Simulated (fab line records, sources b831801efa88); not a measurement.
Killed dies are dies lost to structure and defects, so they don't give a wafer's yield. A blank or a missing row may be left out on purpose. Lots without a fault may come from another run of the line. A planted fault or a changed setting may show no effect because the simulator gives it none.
Which tool did it? | flow sky130 | 24 lots, 72 wafers sampled, at 4 steps of a route of 708

WHAT THE GAUGES READ, wafer by wafer
SKY_LDD_LDN_TW_MEAS_13. Usual: LDD_LDN_TW 1473, standard deviation 9.9.
lot  | measured     | on            | LDD_LDN_TW     | flag
L074 | day 22 16:13 | film_metro-04 | 1485 1483 1477 |
L075 | day 23 04:46 | film_metro-04 | 1482 1473 1482 |
L076 | day 23 09:03 | film_metro-04 | 1480 1473 1473 |
L077 | day 23 22:40 | film_metro-03 | 1480 1479 1477 |
L078 | day 24 08:22 | film_metro-01 | 1476 1459 1455 |
L079 | day 24 13:39 | film_metro-01 | 1464 1469 1468 |
L080 | day 25 06:45 | film_metro-04 | 1471 1467 1470 |
L081 | day 25 12:22 | film_metro-04 | 1477 1470 1472 |
L082 | day 25 21:44 | film_metro-01 | 1464 1460 1463 |
L083 | day 26 05:22 | film_metro-04 | 1480 1477 1482 |
L084 | day 26 13:40 | film_metro-03 | 1482 1486 1475 |
L085 | day 26 22:58 | film_metro-03 | 1475 1482 1483 |
L086 | day 27 08:31 | film_metro-01 | 1462 1466 1470 |
L087 | day 27 21:08 | film_metro-01 | 1467 1465 1467 |
L089 | day 28 03:34 | film_metro-04 | 1487 1481 1485 |
L088 | day 28 04:22 | film_metro-01 | 1474 1476 1468 |
L091 | day 28 23:31 | film_metro-04 | 1490 1478 1491 |
L090 | day 29 00:46 | film_metro-03 | 1467 1470 1472 |
L092 | day 29 01:04 | film_metro-01 | 1454 1456 1452 |
L093 | day 29 10:25 | film_metro-04 | 1486 1491 1481 |
L094 | day 29 15:58 | film_metro-01 | 1451 1444 1452 |
L095 | day 30 02:43 | film_metro-04 | 1481 1486 1478 |
L096 | day 30 09:01 | film_metro-04 | 1470 1472 1480 |
L097 | day 30 15:13 | film_metro-01 | 1470 1466 1465 |

SKY_LI_CONTACT_BOW_MEAS_03. Usual: LI_CONTACT_BOW 56 um, standard deviation 6.7.
lot  | measured     | on            | LI_CONTACT_BOW (um) | flag
L074 | day 27 18:34 | film_metro-03 | 55 71 57            |
L075 | day 28 04:24 | film_metro-02 | 61 54 48            |
L076 | day 28 08:40 | film_metro-03 | 61 50 57            |
L077 | day 28 22:32 | film_metro-03 | 56 58 64            |
L078 | day 29 07:55 | film_metro-02 | 43 55 58            |
L079 | day 29 10:16 | film_metro-01 | 62 54 51            |
L080 | day 30 03:02 | film_metro-01 | 48 56 43            |
L081 | day 30 11:13 | film_metro-01 | 66 65 61            |
L082 | day 30 17:07 | film_metro-01 | 57 62 63            |
L083 | day 31 01:15 | film_metro-01 | 56 66 57            |
L084 | day 31 09:08 | film_metro-02 | 58 45 54            |
L085 | day 31 18:16 | film_metro-03 | 46 40 47            |
L086 | day 32 05:26 | film_metro-03 | 51 52 69            |
L087 | day 32 16:57 | film_metro-01 | 66 64 60            |
L089 | day 32 22:16 | film_metro-03 | 49 63 54            |
L088 | day 32 23:59 | film_metro-02 | 55 48 52            |
L091 | day 33 17:24 | film_metro-02 | 53 46 63            |
L090 | day 33 20:13 | film_metro-02 | 51 57 48            |
L092 | day 33 19:35 | film_metro-01 | 61 55 66            |
L093 | day 34 02:36 | film_metro-03 | 53 57 65            |
L094 | day 34 09:58 | film_metro-02 | 68 56 42            |
L095 | day 34 19:58 | film_metro-02 | 47 61 49            |
L096 | day 34 22:46 | film_metro-02 | 55 47 47            |
L097 | day 35 07:08 | film_metro-01 | 62 56 54            |

SKY_LOCAL_INTERCONNECT_CD_MEAS_11: target cd 170 nm. Usual: cd_nm 170.4 nm, standard deviation 1.8.
lot  | measured     | on        | cd_nm (nm)        | flag
L074 | day 30 03:30 | cd_sem-02 | 169.7 169.0 169.2 |
L075 | day 30 13:28 | cd_sem-02 | 171.3 172.2 171.7 |
L076 | day 30 17:20 | cd_sem-02 | 169.5 170.1 171.6 |
L077 | day 31 07:20 | cd_sem-01 | 171.7 169.0 168.3 |
L078 | day 31 16:59 | cd_sem-02 | 170.4 169.0 169.9 |
L079 | day 31 18:16 | cd_sem-02 | 170.9 170.7 170.0 |
L080 | day 32 10:46 | cd_sem-02 | 168.3 169.3 168.0 |
L081 | day 32 18:34 | cd_sem-02 | 172.4 169.5 170.1 |
L082 | day 33 00:37 | cd_sem-01 | 170.3 169.8 171.0 |
L083 | day 33 08:49 | cd_sem-01 | 171.5 171.0 170.8 |
L084 | day 33 16:38 | cd_sem-02 | 170.7 171.4 171.2 |
L085 | day 34 01:13 | cd_sem-01 | 167.5 166.6 168.4 |
L086 | day 34 12:02 | cd_sem-01 | 173.7 171.4 172.3 |
L087 | day 34 23:05 | cd_sem-02 | 170.0 168.0 171.0 |
L089 | day 35 04:16 | cd_sem-01 | 171.6 171.6 171.7 |
L088 | day 35 05:55 | cd_sem-01 | 169.0 169.7 169.8 |
L091 | day 36 00:04 | cd_sem-02 | 169.8 171.1 169.8 |
L090 | day 36 02:29 | cd_sem-02 | 171.6 171.4 170.8 |
L092 | day 36 01:50 | cd_sem-01 | 169.0 167.5 170.1 |
L093 | day 36 09:18 | cd_sem-01 | 175.0 173.8 174.1 |
L094 | day 36 15:41 | cd_sem-02 | 170.3 171.6 170.7 |
L095 | day 37 02:10 | cd_sem-01 | 169.2 170.5 169.4 |
L096 | day 37 05:06 | cd_sem-02 | 172.6 173.4 174.0 |
L097 | day 37 12:59 | cd_sem-02 | 166.8 168.6 166.4 |

SKY_METAL1_CD_MEAS_15: target cd 140 nm. Usual: cd_nm 140.2 nm, standard deviation 1.5.
lot  | measured     | on        | cd_nm (nm)        | flag
L074 | day 32 13:08 | cd_sem-01 | 141.7 140.7 141.4 |
L075 | day 32 22:56 | cd_sem-02 | 139.0 140.4 139.9 |
L076 | day 33 02:53 | cd_sem-02 | 141.1 141.1 141.7 |
L077 | day 33 16:23 | cd_sem-01 | 140.1 140.8 141.3 |
L078 | day 34 01:18 | cd_sem-02 | 140.5 140.7 142.7 |
L079 | day 34 02:22 | cd_sem-01 | 137.6 138.4 139.8 |
L080 | day 34 18:56 | cd_sem-01 | 141.5 138.6 139.6 |
L081 | day 35 02:56 | cd_sem-01 | 140.6 140.9 140.3 |
L082 | day 35 07:49 | cd_sem-02 | 141.4 139.7 139.7 |
L083 | day 35 17:49 | cd_sem-01 | 142.6 140.0 139.1 |
L084 | day 36 00:42 | cd_sem-02 | 141.6 139.5 139.8 |
L085 | day 36 09:13 | cd_sem-02 | 139.4 140.1 139.4 |
L086 | day 36 19:38 | cd_sem-02 | 140.5 140.0 139.5 |
L087 | day 37 07:47 | cd_sem-02 | 142.2 140.0 142.6 |
L089 | day 37 11:59 | cd_sem-01 | 142.7 142.5 142.4 |
L088 | day 37 13:58 | cd_sem-01 | 142.6 141.8 142.1 |
L091 | day 38 07:29 | cd_sem-01 | 141.8 139.7 140.6 |
L090 | day 38 10:56 | cd_sem-02 | 138.7 138.8 137.7 |
L092 | day 38 09:58 | cd_sem-02 | 136.9 136.6 137.4 |
L093 | day 38 16:51 | cd_sem-01 | 138.0 139.9 139.6 |
L094 | day 38 23:56 | cd_sem-02 | 137.9 138.3 138.2 |
L095 | day 39 09:47 | cd_sem-02 | 140.2 138.5 139.3 |
L096 | day 39 11:44 | cd_sem-02 | 139.9 139.7 139.1 |
L097 | day 39 19:43 | cd_sem-02 | 141.3 141.5 141.2 |

WHICH TOOL RAN EACH LOT (tool, then ch and the chambers of the sampled wafers, then the start)
The record holds no process step before these readings.

WHAT THE TOOLS THEMSELVES READ (means of the sampled wafers that have a number; where no wafer has one, the mark that the record gives instead)
The record holds no such reading with a usual standard deviation.

THE ANSWER, worked out from the rows above alone
Rule: a lot is off if the mean of its wafers that have a number lies more than 3 standard deviations from the usual mean. A lot without any number at a reading at which 4 lots or more have one is off too. The other lots that the step has rows for count as sound. The gauges are gone through in route order, then the tools' own readings, and for those a lot's mean is taken as printed above. The first step at which some lot is off is used, and at that step the reading that is off furthest; a lot without a number counts as furthest.
No lot is off at any reading shown: from this, nothing can be told.

WHAT THE SIMULATOR HAD PUT IN
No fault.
